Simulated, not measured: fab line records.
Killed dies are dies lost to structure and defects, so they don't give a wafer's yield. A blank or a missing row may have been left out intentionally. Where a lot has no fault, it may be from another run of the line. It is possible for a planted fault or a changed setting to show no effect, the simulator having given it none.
One fault seen from 2 desks    flow sky130    each desk holds nothing but its own numbers, with what lay behind them at the end

THE TOOL OWNER'S DESK: wet bench-04
The tool's own readings at SKY_FIELD_ISO_CLEAN_19 (cleans in SC1/SC2, time 150 s): means of the sampled wafers that have a number, for each lot that ran on this tool. Marked OUT: a lot whose mean sits more than 4 standard deviations from the usual mean, which makes it out of limits; the brackets give that distance.
Columns: A = run length s at SKY_FIELD_ISO_CLEAN_19, usual 178 s
lot   first seen here  A
L983  day 4 09:20      156 (-5.8) OUT
L984  day 4 14:11      156 (-5.8) OUT
Finding of this desk: L983, L984 out of limits; the first was L983 at day 4 09:20, on run length s at SKY_FIELD_ISO_CLEAN_19. In limits: none.

FROM THE METROLOGY DESK
Lot by lot, what the gauges showed, no matter which tool ran the lot: averages of those sampled wafers that carry a number. Marked OUT: a lot whose mean sits more than 4 standard deviations from the usual mean, which makes it out of limits; the brackets give that distance.
Columns: A = NWELL_01_OVL at SKY_NWELL_OVL_MEAS_23, usual -0.4 nm; B = VT_ADJUST_HVTP_OVL at SKY_VT_ADJUST_HVTP_OVL_MEAS_08, usual -1.2 nm; C = VT_ADJUST_HVTR_OVL at SKY_VT_ADJUST_HVTR_OVL_MEAS_08, usual 1.7 nm
lot   first seen here  A     B     C
L973  day 5 06:37      0.5   -2.9  2.5
L974  day 5 14:02      -1.2  -2.9  0.8
L975  day 5 20:06      0.1   -0.1  1.4
L983  day 7 20:00      -1.2  0.7   2.3
L984  day 8 01:58      0.3   -1.2  1.1
L985  day 8 06:46      -1.1  -0.3  1.5
L986  day 8 13:04      -2.2  -0.6  -0.8
L987  day 8 20:35      -0.3  -0.8  2.0
L992  day 10 04:25     0.5   -1.1  2.8
L993  day 10 07:46     -0.3  0.4   2.3
L995  day 10 18:23     0.7   -1.8  0.2
L996  day 11 06:14     0.1   -2.1  3.2
Finding of this desk: none of the 12 lots has anything out of limits.

ALL TOGETHER
At day 4 09:20, on L983, L984, the tool owner's desk was in a position to raise an alarm.
From the metrology desk's view, nothing was out of limits.
The metrology desk holds a record of L983, L984, inside its limits.
Of the lots named, all ran SKY_FIELD_ISO_CLEAN_19 on wet bench-04.

WHAT HAD BEEN PUT IN BY THE SIMULATOR
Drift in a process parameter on wet bench-04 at SKY_FIELD_ISO_CLEAN_19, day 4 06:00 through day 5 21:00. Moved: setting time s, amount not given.
Lots struck among those shown: L983, L984.
How many hours passed from the start of the fault until each desk's first out-of-limits reading: the tool owner's desk, 3.
